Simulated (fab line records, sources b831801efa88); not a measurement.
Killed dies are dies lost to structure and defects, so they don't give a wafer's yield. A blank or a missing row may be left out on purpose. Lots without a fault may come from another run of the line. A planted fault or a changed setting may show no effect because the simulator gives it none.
Which tool did it? | flow gf180mcu | 14 lots, 42 wafers sampled, at 5 steps of a route of 602

WHAT THE GAUGES READ, wafer by wafer
GF_SALICIDE_RS_MEAS_04: measures by four-point-probe.
lot  | measured     | on            | SALICIDE_TIN_RS (ohm/sq)
L163 | day 15 07:19 | film_metro-02 | 16.0 16.3 16.0
L164 | day 15 16:56 | film_metro-02 | 15.9 15.8 15.9
L165 | day 15 18:11 | film_metro-03 | 16.9 16.9 17.0
L166 | day 16 02:53 | film_metro-03 | 16.3 16.3 16.1
L169 | day 17 09:55 | film_metro-03 | 16.1 16.3 16.0
L170 | day 17 15:59 | film_metro-03 | 17.0 16.8 16.8
L172 | day 18 11:04 | film_metro-03 | 10.4 16.3 16.7
L174 | day 18 23:53 | film_metro-01 | 16.6 10.4 16.6
L181 | day 21 10:23 | film_metro-01 | 16.0 16.1 16.2
L182 | day 21 20:06 | film_metro-03 | 16.0 16.1 16.0
L183 | day 22 07:11 | film_metro-02 | 15.9 16.2 16.2
L184 | day 22 13:06 | film_metro-02 | 16.2 16.0 16.0
L185 | day 22 18:00 | film_metro-03 | 16.4 16.4 16.2
L186 | day 23 04:06 | film_metro-02 | 16.0 16.2 16.5

GF_CONTACT_CD_MEAS_14: target cd 220 nm.
lot  | measured     | on        | cd_nm (nm)
L163 | day 16 06:33 | cd_sem-01 | 219.3 219.2 219.8
L164 | day 16 16:17 | cd_sem-01 | 219.9 220.6 219.5
L165 | day 16 17:19 | cd_sem-01 | 222.5 221.2 220.0
L166 | day 17 02:35 | cd_sem-02 | 219.9 221.1 221.5
L169 | day 18 10:12 | cd_sem-01 | 218.7 218.9 219.5
L170 | day 18 16:35 | cd_sem-02 | 219.1 219.2 217.7
L172 | day 19 12:10 | cd_sem-01 | 219.8 220.6 220.2
L174 | day 20 00:58 | cd_sem-01 | 220.1 220.4 221.4
L181 | day 22 10:35 | cd_sem-01 | 218.5 219.6 218.6
L182 | day 22 19:50 | cd_sem-01 | 219.4 220.6 221.3
L183 | day 23 07:38 | cd_sem-02 | 221.5 220.4 218.3
L184 | day 23 12:02 | cd_sem-01 | 219.9 218.6 219.8
L185 | day 23 17:51 | cd_sem-01 | 221.1 220.7 220.5
L186 | day 24 02:51 | cd_sem-01 | 223.0 221.7 221.3

GF_CONTACT_OVL_MEAS_15.
lot  | measured     | on         | CONTACT_OVL (nm)
L163 | day 16 06:40 | overlay-01 | 0 0 10
L164 | day 16 16:22 | overlay-01 | 17 5 7
L165 | day 16 17:25 | overlay-01 | 5 9 9
L166 | day 17 02:43 | overlay-02 | -5 -5 -2
L169 | day 18 10:19 | overlay-02 | 5 5 2
L170 | day 18 16:40 | overlay-02 | 13 10 5
L172 | day 19 12:15 | overlay-02 | 11 9 7
L174 | day 20 01:05 | overlay-01 | 1 1 3
L181 | day 22 10:42 | overlay-02 | 5 -6 1
L182 | day 22 19:56 | overlay-01 | 5 4 2
L183 | day 23 07:45 | overlay-01 | 5 1 2
L184 | day 23 12:09 | overlay-01 | 4 -4 2
L185 | day 23 17:58 | overlay-02 | -4 3 0
L186 | day 24 02:58 | overlay-01 | 9 5 10

WHICH TOOL RAN EACH LOT (tool, then ch and the chambers of the sampled wafers, then the start)
lot  | GF_SALICIDE_SPUTTER_02       | GF_SALICIDE_RTA_06
L163 | pvd_sputter-02, day 15 07:14 | rtp_anneal-02 ch 0, day 15 07:29
L164 | pvd_sputter-04, day 15 16:50 | rtp_anneal-02 ch 0, day 15 17:06
L165 | pvd_sputter-01, day 15 18:05 | rtp_anneal-01 ch 0, day 15 18:21
L166 | pvd_sputter-04, day 16 02:50 | rtp_anneal-02 ch 0, day 16 03:04
L169 | pvd_sputter-04, day 17 09:50 | rtp_anneal-02 ch 0, day 17 10:05
L170 | pvd_sputter-02, day 17 15:53 | rtp_anneal-01 ch 0, day 17 16:10
L172 | pvd_sputter-02, day 18 10:59 | rtp_anneal-01 ch 0, day 18 11:15
L174 | pvd_sputter-02, day 18 23:50 | rtp_anneal-01 ch 0, day 19 00:04
L181 | pvd_sputter-01, day 21 10:20 | rtp_anneal-01 ch 0, day 21 10:34
L182 | pvd_sputter-04, day 21 20:02 | rtp_anneal-02 ch 0, day 21 20:17
L183 | pvd_sputter-02, day 22 07:08 | rtp_anneal-01 ch 0, day 22 07:22
L184 | pvd_sputter-04, day 22 13:02 | rtp_anneal-02 ch 0, day 22 13:17
L185 | pvd_sputter-04, day 22 17:55 | rtp_anneal-02 ch 0, day 22 18:10
L186 | pvd_sputter-04, day 23 04:02 | rtp_anneal-01 ch 0, day 23 04:17
- GF_SALICIDE_SPUTTER_02: material Co, target thk 10 nm, time 20 s.
- GF_SALICIDE_RTA_06: time 30 s.

WHAT THE TOOLS THEMSELVES READ (means of the sampled wafers that have a number; where no wafer has one, the mark that the record gives instead)
GF_SALICIDE_SPUTTER_02.
lot  | tool           | throttle_valve_pct (%)
L163 | pvd_sputter-02 | 30.1
L164 | pvd_sputter-04 | 31.1
L165 | pvd_sputter-01 | 30.4
L166 | pvd_sputter-04 | 30.8
L169 | pvd_sputter-04 | 31.1
L170 | pvd_sputter-02 | 30.5
L172 | pvd_sputter-02 | 30.1
L174 | pvd_sputter-02 | 30.6
L181 | pvd_sputter-01 | 30.5
L182 | pvd_sputter-04 | 30.6
L183 | pvd_sputter-02 | 30.6
L184 | pvd_sputter-04 | 31.3
L185 | pvd_sputter-04 | 30.7
L186 | pvd_sputter-04 | 30.8

GF_SALICIDE_RTA_06.
lot  | tool          | lamp_power_pct (%) | wafer_temp_C_max
L163 | rtp_anneal-02 | 5.5                | 531.6
L164 | rtp_anneal-02 | 5.5                | 532.0
L165 | rtp_anneal-01 | 7.0                | 531.8
L166 | rtp_anneal-02 | 5.5                | 531.6
L169 | rtp_anneal-02 | 5.5                | 531.4
L170 | rtp_anneal-01 | 7.0                | 532.0
L172 | rtp_anneal-01 | 7.0                | 531.6
L174 | rtp_anneal-01 | 7.0                | 531.3
L181 | rtp_anneal-01 | 7.0                | 531.6
L182 | rtp_anneal-02 | 5.5                | 531.8
L183 | rtp_anneal-01 | 7.0                | 531.4
L184 | rtp_anneal-02 | 5.5                | 531.6
L185 | rtp_anneal-02 | 5.5                | 531.9
L186 | rtp_anneal-01 | 7.0                | 532.0

THE ANSWER, worked out from the rows above alone
Rule: what is usual is taken from the lots themselves. Put in order of their means at a reading, lots are off if they are a third of the lots or fewer, leave a main group of 4 or more, and stand apart from it by a gap of 3 or more times the standard deviation of the main group's means; of several such gaps the widest counts. A main group whose means are all the same, to the digits that the tables above print for the reading, isn't used. A lot without any number at a reading at which 4 lots or more have one is off too. The other lots that the step has rows for count as sound. The gauges are gone through in route order, then the tools' own readings, and for those a lot's mean is taken as printed above. The first step at which some lot is off is used, and at that step the reading that is off furthest; a lot without a number counts as furthest.
Off: L172, L174, at GF_SALICIDE_RS_MEAS_04 (SALICIDE_TIN_RS). The main group: mean 16.2 ohm/sq, standard deviation 0.31.
A tool fits if, at a process step before that reading, it ran every lot that is off, and no sound lot after the first of them. The gauges at GF_SALICIDE_RS_MEAS_04 are tried like those tools. None of those tried fits.

WHAT THE SIMULATOR HAD PUT IN
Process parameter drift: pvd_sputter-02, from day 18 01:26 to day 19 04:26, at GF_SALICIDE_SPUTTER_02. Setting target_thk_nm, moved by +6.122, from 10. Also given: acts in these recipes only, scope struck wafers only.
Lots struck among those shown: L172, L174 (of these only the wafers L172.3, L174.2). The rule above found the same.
